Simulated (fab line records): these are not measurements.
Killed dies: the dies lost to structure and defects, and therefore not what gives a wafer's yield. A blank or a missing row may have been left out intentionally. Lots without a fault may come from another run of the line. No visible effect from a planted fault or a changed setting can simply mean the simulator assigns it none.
Problem report in the 8D (eight disciplines) form, filled by code -- flow gf180mcu -- the parts of the form that need people (team, actions taken, sign-off) are left out

== 1. WHAT IS WRONG ==
Wafers without a fault read 3000.1 rpm, standard deviation 2; spinSpeedRpm at GF_HV_LDD_COAT_02 reads a mean of 3150.0 rpm on 9 wafers belonging to 3 lots. That is +75 standard deviations from the usual mean.
The step: resist thk 1000 nm.
Seen first at day 14 10:38 on lithoTrack-03, wafer L733.1. The record holds 39 wafers of 13 lots with a number at this step. By rule, "out" or "out of limits" means more than 4 standard deviations away from the usual mean. The other wafers with a number count as sound.

== 2. WHAT THIS IS AND IS NOT ==
question,is,is not
which readings at this step,spinSpeedRpm,-
which lots,"L733, L734, L736","L717, L718, L720, L721, L723, L724, L725, L726, L728, L730"
which wafers of those lots,all that have a number,-
read on which tools,lithoTrack-03,"lithoTrack-02, lithoTrack-04"
when,from day 14 10:38,up to then (30 sound wafers)

== 3. SUSPECTS, AND WHAT RULES EACH OUT ==
Counting: any tool at a process step up to the reading is kept as a suspect provided that every lot that is out went through it and no sound lot did after the first of them.
- lithoTrack-03 at GF_HV_LDD_COAT_02 (resist thk 1000 nm): kept. Every lot that is out went through it, starting with L733 (day 14 10:38), and after that it ran no sound lot; the last sound lot it ran before then is L730 (day 13 12:02). Its own spinSpeedRpm readings are out on those wafers.
After counting, what remains is lithoTrack-03 at GF_HV_LDD_COAT_02.

== 4. THE CAUSE (what the simulator had put in) ==
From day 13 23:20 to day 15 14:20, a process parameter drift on lithoTrack-03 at GF_HV_LDD_COAT_02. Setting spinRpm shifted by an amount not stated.
After counting, this tool was the only one left.

== 5. THE CHAIN OF EFFECTS, in route order ==
Rows list readings where the struck wafers' mean (over those with a number) sits beyond 3 standard deviations from the usual. Only readings for which the record gives a usual standard deviation are gone through. hours: the time from each lot's start at the first step in this table that gives one to its start at this step, as a median over the lots. sigmas: the change in usual standard deviations.
hours,step,reading,usual,on struck wafers,change,sigmas
0,GF_HV_LDD_COAT_02,spinSpeedRpm,3000.1 rpm,3150.0,+149.9,+75
11,GF_HV_LDD_STRIP_10,stripTimeToEndpointS,12.64 s,12.38,-0.26,-7.3
Process steps it contains:
- GF_HV_LDD_COAT_02: resist thk 1000 nm.
- GF_HV_LDD_STRIP_10: strips in O2/N2.
Later steps that measure or inspect, where all struck wafers having a row at the step show a number for every such reading and not one has moved that far: GF_HV_LDD_CD_MEAS_19.

== 6. HOW IT WOULD HAVE BEEN CAUGHT EARLIER ==
The fault began at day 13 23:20; the first out-of-limits reading in this record came at day 14 10:38, 11 hours later.
